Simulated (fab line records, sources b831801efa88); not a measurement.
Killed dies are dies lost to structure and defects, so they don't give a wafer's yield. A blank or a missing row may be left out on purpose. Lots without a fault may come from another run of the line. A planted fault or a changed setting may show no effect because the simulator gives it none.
A struck lot beside a sound one | flow sky130 | 15 steps out of a route of 708
Sound: wafers L229.1, L229.2, L229.5. Struck: wafer L240.2. (L240.1, L240.6 of the same lot were not struck and are left out.) The cause comes at the end.
At each step with rows: each side's tool, then ch and its chambers, then its first start. Under that, the readings that differ: sound wafers | struck wafers | difference of the means | sigmas: that difference in standard deviations of wafers without a fault.
alike: readings whose means differ by less than 2 such deviations, and words and numbers that are the same on both sides. not compared: withheld readings, readings that some wafer has no value for, bounds like >300 that may hide the same value, and numbers for which the record gives no deviation and whose values overlap.
The two part at a step that has a row with sigmas, a row that says differs or no value, or rows on one side only. Numbers that don't overlap but have no deviation are shown without sigmas and don't part them. A reading that every wafer of one side lacks parts them only if that side has two wafers or more.

first, 2 steps without rows for these wafers: SKY_VIA4_PEB_09; SKY_VIA4_DEVELOP_10 (develop time 60 s).
SKY_VIA4_OVL_MEAS_11:
  sound on overlay-02, day 44 13:03; struck on overlay-02, day 46 22:59
  alike: VIA4_OVL
SKY_VIA4_ETCH_12: etches SiO2 in C4F8/O2/Ar, stops on TiN, target depth 580 nm.
  sound on rie_diel-04 ch 0,2,3, day 44 13:05; struck on rie_diel-02 ch 1, day 46 23:02
  alike: oes_product_au
SKY_VIA4_STRIP_13: strips in O2/N2.
  sound on plasma_asher-03 ch 0,1, day 44 13:10; struck on plasma_asher-01 ch 1, day 46 23:06
  reading               | sound             | struck | difference | sigmas
  oes_product_au (a.u.) | 0.711 0.711 0.708 | 0.718  | +0.008     | +2
  alike: drypump_motor_current_A, strip_time_to_endpoint_s
  not compared: rf_hours_counter_h
then, 3 steps without rows for these wafers: SKY_VIA4_STRIP_14 (strips in post etch residue remover, time 1200 s); SKY_VIA4_CLEAN_15 (cleans in IPA, time 180 s); SKY_VIA4_CLEAN_16 (cleans in O3/DIW).
SKY_VIA4_SPUTTER_17: material TiN, target thk 20 nm, time 80 s.
  sound on pvd_sputter-03, day 44 13:47; struck on pvd_sputter-03, day 46 23:43
  alike: throttle_valve_pct
SKY_VIA4_CVD_18: deposits W, target thk 505 nm, time 152.14 s.
  sound on cvd_w-02 ch 0,1, day 44 13:51; struck on cvd_w-01 ch 0, day 46 23:46
  reading                  | sound       | struck | difference | sigmas
  heater_power_outer_w (W) | 492 413 419 | 577    | +136       | +2
  heater_power_w (W)       | 883 762 773 | 933    | +127       | +2
SKY_VIA4_RS_MEAS_19: measures by four-point-probe.
  sound on film_metro-01, day 44 14:00; struck on film_metro-01, day 46 23:55
  alike: VIA4_W_RS
SKY_VIA4_THK_MEAS_20: measures by xrf.
  sound on film_metro-01, day 44 14:07; struck on film_metro-01, day 47 00:02
  alike: VIA4_W_THK
SKY_VIA4_CMP_21: polishes, stops on SiO2, t overpolish 25 s, target thk 0 nm.
  sound on cmp-02 ch 1,2,3, day 44 14:14; struck on cmp-02 ch 0, day 47 00:12
  reading                | sound                | struck | difference | sigmas
  overpolish_run_s (s)   | 24.999 24.996 25.015 | 0.033  | -24.970    | -99 or more
  time_to_endpoint_s (s) | 123 125 125          | 191    | +67        | +16
  alike: edge_zone_pressure_frac, motor_current_A
SKY_METAL5_SPUTTER_00: material Ti, target thk 15 nm, time 10 s.
  the record has rows for the sound wafers here (pvd_sputter-01, day 44 14:29) and none for the struck ones
-- the record jumps here: 3 days lie between the struck wafers' starts before and after (it left off in module METAL5 and takes up again in module PAD_OPEN, whose first step shown is number 708 of the route) --
SKY_PAD_OPEN_PROBE_99:
  sound on prober-02, day 47 08:11; struck on prober-02, day 49 12:48
  reading                  | sound          | struck | difference | sigmas
  defect_limited_yield (%) | 84.1 82.9 82.1 | 0      | -83        | -44
  killed_at_M4_up          | 2 3 1          | 424    | +422       | +99 or more
  killed_dies              | 78 84 88       | 492    | +409       | +44
  killed_on_rim            | 13 16 16       | 96     | +81        | +23
  sort_bin_3_pad_short (%) | 1.0 0.8 0.4    | 86.4   | +85.7      | +99 or more
  sort_n_pass              | 414 408 404    | 0      | -409       | -44
  sort_yield_pct (%)       | 84.1 82.9 82.1 | 0      | -83        | -44
  alike: killed_at_M0_to_M3, killed_at_contacts, killed_at_front_end, killed_at_other, killed_open, killed_short, sort_bin_5_function, sort_bin_6_memory

WHERE THEY PART
First at SKY_VIA4_STRIP_13; last, within this record, at SKY_PAD_OPEN_PROBE_99.

WHY: what the simulator had put in
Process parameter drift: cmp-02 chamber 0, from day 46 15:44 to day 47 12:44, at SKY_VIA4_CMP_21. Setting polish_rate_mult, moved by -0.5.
